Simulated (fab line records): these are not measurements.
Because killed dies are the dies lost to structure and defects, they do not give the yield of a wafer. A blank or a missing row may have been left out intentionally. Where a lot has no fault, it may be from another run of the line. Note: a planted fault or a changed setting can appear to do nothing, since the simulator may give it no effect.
Which tool was responsible? | flow gf180mcu | 12 lots with 36 wafers sampled at 2 steps, on a route of 602 steps

== WHAT THE GAUGES SHOWED, per wafer ==
GF_V1_OVL_MEAS_15.
lot  | measured     | on         | V1_OVL (nm)
L075 | day 18 05:21 | overlay-02 | 9 5 6
L077 | day 18 20:58 | overlay-01 | -9 -7 0
L079 | day 19 18:55 | overlay-01 | 1 -8 -7
L081 | day 20 23:43 | overlay-01 | -7 -13 -10
L083 | day 21 16:13 | overlay-01 | -3 -5 -6
L085 | day 22 08:19 | overlay-02 | -5 -5 -5
L087 | day 22 20:08 | overlay-01 | 2 1 0
L089 | day 23 14:12 | overlay-01 | 5 -2 2
L091 | day 24 04:55 | overlay-01 | -2 -1 4
L093 | day 25 00:25 | overlay-02 | 5 1 3
L095 | day 25 19:54 | overlay-01 | -2 -16 -5
L097 | day 26 07:15 | overlay-01 | 0 1 3

== WHAT TOOL EACH LOT RAN ON (gives the tool, then ch and the chambers of the sampled wafers, and finally the start) ==
lot  | GF_M1_SPUTTER_00
L075 | pvd_sputter-03, day 16 07:20
L077 | pvd_sputter-03, day 16 21:23
L079 | pvd_sputter-02, day 17 17:38
L081 | pvd_sputter-02, day 18 21:23
L083 | pvd_sputter-03, day 19 14:02
L085 | pvd_sputter-02, day 20 07:07
L087 | pvd_sputter-02, day 20 19:02
L089 | pvd_sputter-04, day 21 14:23
L091 | pvd_sputter-04, day 22 05:17
L093 | pvd_sputter-02, day 23 02:03
L095 | pvd_sputter-03, day 23 22:59
L097 | pvd_sputter-02, day 24 11:17
- GF_M1_SPUTTER_00: material Ti, target thk 37.5 nm, time 150 s.

== THE ANSWER, worked out from the rows above alone ==
Rule: usual is defined by the lots themselves. Put in order of their means at a reading, lots are off if they are a third of the lots or fewer, leave a main group of 4 or more, and stand apart from it by a gap of 3 or more times the standard deviation of the main group's means; of several such gaps the widest counts. If all means in a main group match to the digits the tables above print for the reading, that group is not used. Also off: a lot with no number at a reading for which 4 or more lots have one. Where the step has rows for the other lots, those lots are counted as sound.
Nothing can be told from this: no lot is off at any reading shown.

== WHAT THE SIMULATOR HAD INSERTED ==
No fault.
